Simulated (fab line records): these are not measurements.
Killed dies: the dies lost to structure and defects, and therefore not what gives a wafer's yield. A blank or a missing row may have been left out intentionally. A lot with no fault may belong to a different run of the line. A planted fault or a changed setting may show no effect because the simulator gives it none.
A single fault, viewed from 2 desks	flow sky130	each desk holds nothing but its own numbers, with what lay behind them at the end

== THE TOOL OWNER'S DESK: rie_si-02 ==
The tool's own readings at SKY_FIELD_ISO_ETCH_17 (etches Si in HBr/Cl2/O2, target depth 342 nm, time 97.7 s): means of the sampled wafers that have a number, for each lot that ran on this tool. A lot is out of limits, marked OUT, if its mean lies more than 4 standard deviations from the usual mean; the brackets give that distance.
Columns: A = drypump_motor_current_A at SKY_FIELD_ISO_ETCH_17, usual 5.8 A; B = oes_product_au at SKY_FIELD_ISO_ETCH_17, usual 1.001 a.u.; C = throttle_valve_pct at SKY_FIELD_ISO_ETCH_17, usual 25.656 %
lot	first seen here	A	B	C
L173	day 2 09:32	6.1	0.997	25.665
L175	day 2 15:30	6.3	0.995	25.661
L178	day 3 06:00	5.9	0.980	25.669
L180	day 3 19:35	6.1	0.996	25.666
L183	day 4 05:12	6.1	0.978	25.667
L184	day 4 12:45	6.1	0.994	25.654
Finding of this desk: none of the 6 lots has anything out of limits.

== METROLOGY DESK ==
What the gauges read, lot by lot, whatever tool the lot ran on: means of the sampled wafers that have a number. A lot is out of limits, marked OUT, if its mean lies more than 4 standard deviations from the usual mean; the brackets give that distance.
Columns: A = VIA4_W_RS at SKY_VIA4_RS_MEAS_19, usual 0.226 ohm/sq
lot	first seen here	A
L173	day 43 01:17	0.231
L175	day 43 19:46	0.228
L178	day 43 22:26	0.226
L180	day 45 01:05	0.223
L184	day 45 03:29	0.225
L183	day 45 17:07	0.221
L189	day 47 01:46	0.231
L190	day 47 08:17	0.220
L191	day 47 10:26	0.230
L194	day 48 07:59	0.224
L193	day 48 09:44	0.233
L195	day 48 14:18	0.222
L196	day 48 15:53	0.222
Finding of this desk: none of the 13 lots has anything out of limits.

== BROUGHT TOGETHER ==
The tool owner's desk saw nothing out of limits.
Nothing out of limits was seen by the metrology desk.

== WHAT THE SIMULATOR PUT IN ==
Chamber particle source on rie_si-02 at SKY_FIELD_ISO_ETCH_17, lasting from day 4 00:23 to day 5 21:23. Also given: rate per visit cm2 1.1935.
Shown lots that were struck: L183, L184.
